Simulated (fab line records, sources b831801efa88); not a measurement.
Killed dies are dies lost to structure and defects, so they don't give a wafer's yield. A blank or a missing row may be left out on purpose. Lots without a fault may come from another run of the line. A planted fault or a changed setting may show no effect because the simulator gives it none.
Which tool did it? | flow sky130 | 14 lots, 42 wafers sampled, at 2 steps of a route of 708

WHAT THE GAUGES READ, wafer by wafer
The record holds no reading of a measuring or inspecting step that can be judged against a usual standard deviation.

WHICH TOOL RAN EACH LOT (tool, then ch and the chambers of the sampled wafers, then the start)
lot  | SKY_SONOS_ONO_ETCH_15              | SKY_PAD_OPEN_PROBE_99
L397 | rie_diel-02 ch 1,2, day 12 10:45   | -
L398 | rie_diel-03 ch 0,1,3, day 12 19:00 | -
L399 | rie_diel-02 ch 1,2,3, day 13 08:15 | -
L400 | rie_diel-03 ch 2,3, day 13 14:51   | -
L401 | rie_diel-04 ch 0,2, day 13 15:54   | -
L402 | rie_diel-02 ch 0,1,3, day 14 02:57 | -
L405 | rie_diel-03 ch 1,2,3, day 15 02:51 | -
L406 | rie_diel-03 ch 0,1, day 15 14:50   | -
L409 | rie_diel-03 ch 0,1, day 16 21:44   | -
L413 | rie_diel-04 ch 1,2,3, day 18 00:50 | prober-01, day 49 11:10
L416 | rie_diel-03 ch 1,2,3, day 19 05:54 | -
L418 | rie_diel-03 ch 0,1,3, day 20 01:15 | -
L419 | rie_diel-03 ch 0,1,3, day 20 18:12 | -
L420 | rie_diel-03 ch 0,2,3, day 21 10:36 | -
- SKY_SONOS_ONO_ETCH_15: etches the open film in CHF3/O2, target depth 19.52 nm, time 7.8 s.
- SKY_PAD_OPEN_PROBE_99

WHAT THE TOOLS THEMSELVES READ (means of the sampled wafers that have a number; where no wafer has one, the mark that the record gives instead)
SKY_SONOS_ONO_ETCH_15.
lot  | tool        | drypump_motor_current_A (A) | oes_product_au (a.u.) | rf_fwd_power_W (W) | throttle_valve_pct (%)
L397 | rie_diel-02 | 6.2                         | 1.000                 | 589                | 8.828
L398 | rie_diel-03 | 5.9                         | 1.008                 | 585                | 8.834
L399 | rie_diel-02 | 6.0                         | 1.001                 | 591                | 8.827
L400 | rie_diel-03 | 6.2                         | 0.985                 | 590                | 8.821
L401 | rie_diel-04 | 6.1                         | 0.995                 | 590                | 8.825
L402 | rie_diel-02 | 5.5                         | 1.009                 | 592                | 8.831
L405 | rie_diel-03 | 5.7                         | 0.998                 | 586                | 8.831
L406 | rie_diel-03 | 5.7                         | 0.968                 | 490                | 8.818
L409 | rie_diel-03 | 5.4                         | 0.961                 | 493                | 8.810
L413 | rie_diel-04 | 6.2                         | 1.016                 | 585                | 8.829
L416 | rie_diel-03 | 5.7                         | 0.996                 | 588                | 8.837
L418 | rie_diel-03 | 5.9                         | 1.005                 | 587                | 8.829
L419 | rie_diel-03 | 5.9                         | 0.994                 | 587                | 8.821
L420 | rie_diel-03 | 5.9                         | 0.999                 | 588                | 8.829

SKY_PAD_OPEN_PROBE_99.
lot  | tool      | killed_at_M0_to_M3 | killed_at_M4_up | killed_at_contacts | killed_at_front_end | killed_at_other | killed_dies | killed_open | killed_short
L413 | prober-01 | 47                 | 4.0             | 18                 | 12                  | 0.3             | 81          | 43          | 38

THE ANSWER, worked out from the rows above alone
Rule: what is usual is taken from the lots themselves. Put in order of their means at a reading, lots are off if they are a third of the lots or fewer, leave a main group of 4 or more, and stand apart from it by a gap of 3 or more times the standard deviation of the main group's means; of several such gaps the widest counts. A main group whose means are all the same, to the digits that the tables above print for the reading, isn't used. A lot without any number at a reading at which 4 lots or more have one is off too. The other lots that the step has rows for count as sound. The gauges are gone through in route order, then the tools' own readings, and for those a lot's mean is taken as printed above. The first step at which some lot is off is used, and at that step the reading that is off furthest; a lot without a number counts as furthest.
Off: L406, L409, at SKY_SONOS_ONO_ETCH_15 (rf_fwd_power_W). The main group: mean 588 W, standard deviation 2.2.
A tool fits if, at that step or a process step before it, it ran every lot that is off, and no sound lot after the first of them. None of those tried fits.

WHAT THE SIMULATOR HAD PUT IN
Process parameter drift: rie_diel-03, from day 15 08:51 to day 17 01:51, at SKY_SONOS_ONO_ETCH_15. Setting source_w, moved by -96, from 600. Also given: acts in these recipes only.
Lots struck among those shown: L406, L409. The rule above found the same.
